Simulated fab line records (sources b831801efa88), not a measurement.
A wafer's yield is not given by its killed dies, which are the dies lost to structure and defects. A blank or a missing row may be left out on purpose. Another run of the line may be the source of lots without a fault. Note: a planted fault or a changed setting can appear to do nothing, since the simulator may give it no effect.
Struck lot and sound lot, side by side	flow sfq-line	14 steps out of a route of 325
Sound: these wafers, L701.1, L701.2, L701.6. Struck: wafer L703.4 (L703.1, L703.6, from the same lot, were not struck and are left out); the cause is given at the end.
Each step with rows lists, per side, the tool, then ch with its chambers, then its first start. Under that, the readings that differ: sound wafers	struck wafers	difference of the means	sigmas: that difference in standard deviations of wafers without a fault.
alike: readings whose means differ by less than 2 such deviations, and words and numbers that are the same on both sides. not compared: withheld readings, readings that some wafer has no value for, bounds like >300 that may hide the same value, and numbers for which the record gives no deviation and whose values overlap.
The two part at a step that has a row with sigmas, a row that says differs or no value, or rows on one side only. Numbers that have no deviation but don't overlap get no sigmas and don't part them. A reading that every wafer of one side lacks parts them only if that side has two wafers or more.

SFQ_TRILAYER_R5_BARC_OPEN_METAL_ETCH_177: etches BARC in O2, target depth 125 nm, time 41.7 s.
  sound on rie-metal-02 ch 0,1, day 55 21:05; struck on rie-metal-04 ch 0, day 56 05:43
  alike: drypump-motor-current-A, oes-product-au
  not compared: rf-hours-counter-h
SFQ_TRILAYER_R5_ETCH_METAL_ETCH_139: etches the open film in Cl2, stops on SiO2, target depth 60 nm, time 40 s.
  sound on rie-metal-02 ch 0,1, day 55 21:09; struck on rie-metal-04 ch 0, day 56 05:46
reading	sound	struck	difference	sigmas
oes-product-au (a.u.)	0.988 0.979 0.979	0.998	+0.016	+3
  alike: drypump-motor-current-A
  not compared: rf-hours-counter-h
SFQ_TRILAYER_R5_STRIP_STRIP_140: strips in O2.
  sound on rie-metal-02 ch 0,1, day 55 21:13; struck on rie-metal-04 ch 0, day 56 05:50
  alike: drypump-motor-current-A, oes-product-au, platen-temp-c
  not compared: rf-hours-counter-h
then, 1 step without rows for these wafers: SFQ_TRILAYER_R5_STRIP_SOLV_CLEAN_141 (cleans in NMP, time 600 s).
SFQ_TRILAYER_A5C_DEP_PECVD_142: deposits SiO2 from SiH4/N2O, time 15.556 s, target thk 70 nm.
  sound on pecvd-01 ch 0,1,2, day 55 21:59; struck on pecvd-01 ch 0, day 56 06:36
  alike: heater-power-w, showerhead-vpp-V, throttle-valve-pct
then, 6 steps without rows for these wafers: SFQ_TRILAYER_I5_LITHO_COAT_149 (resist thk 62 nm); SFQ_TRILAYER_I5_LITHO_COAT_144 (resist thk 650 nm); SFQ_TRILAYER_I5_LITHO_SOFTBAKE_148; SFQ_TRILAYER_I5_LITHO_EXPOSE_145 (exposes mask I5, target cd 700 nm); SFQ_TRILAYER_I5_LITHO_PEB_147 (peb time 60 s); SFQ_TRILAYER_I5_LITHO_DEVELOP_146 (time 60 s).
-- the record jumps here: 4 days lie between the struck wafers' starts before and after --
SFQ_I5_OVL_MEAS_936:
  sound on overlay-01 at day 60 11:04; struck on overlay-01 at day 60 17:04
  alike: I5_OVL
SFQ_TRILAYER_I5_BARC_OPEN_VIA_ETCH_200: etches BARC in O2, target depth 125 nm, time 41.7 s.
  sound on rie-diel-03 ch 0,2,3, day 60 11:07; struck on rie-diel-03 ch 0, day 60 17:07
reading	sound	struck	difference	sigmas
model.KrF_of_TRILAYER_I5_LITHO_COAT_144.thk-nm (nm)	575.5 573.6 574.6	585.4	+10.8	
  alike: drypump-motor-current-A, oes-product-au
  not compared: rf-hours-counter-h
SFQ_TRILAYER_I5_ETCH_VIA_ETCH_147: etches the open film in CHF3, stops on Nb, target depth 360 nm.
  sound on rie-diel-03 ch 0,2,3, day 60 11:09; struck on rie-diel-03 ch 0, day 60 17:09
  alike: drypump-motor-current-A, oes-product-au

## WHERE THEY PART
At SFQ_TRILAYER_R5_ETCH_METAL_ETCH_139 and nowhere else, as far as this record goes. Later steps at which nothing parts them and some readings are alike: SFQ_TRILAYER_R5_STRIP_STRIP_140, SFQ_TRILAYER_A5C_DEP_PECVD_142, SFQ_I5_OVL_MEAS_936, SFQ_TRILAYER_I5_BARC_OPEN_VIA_ETCH_200, SFQ_TRILAYER_I5_ETCH_VIA_ETCH_147.

WHY: whatever the simulator had introduced
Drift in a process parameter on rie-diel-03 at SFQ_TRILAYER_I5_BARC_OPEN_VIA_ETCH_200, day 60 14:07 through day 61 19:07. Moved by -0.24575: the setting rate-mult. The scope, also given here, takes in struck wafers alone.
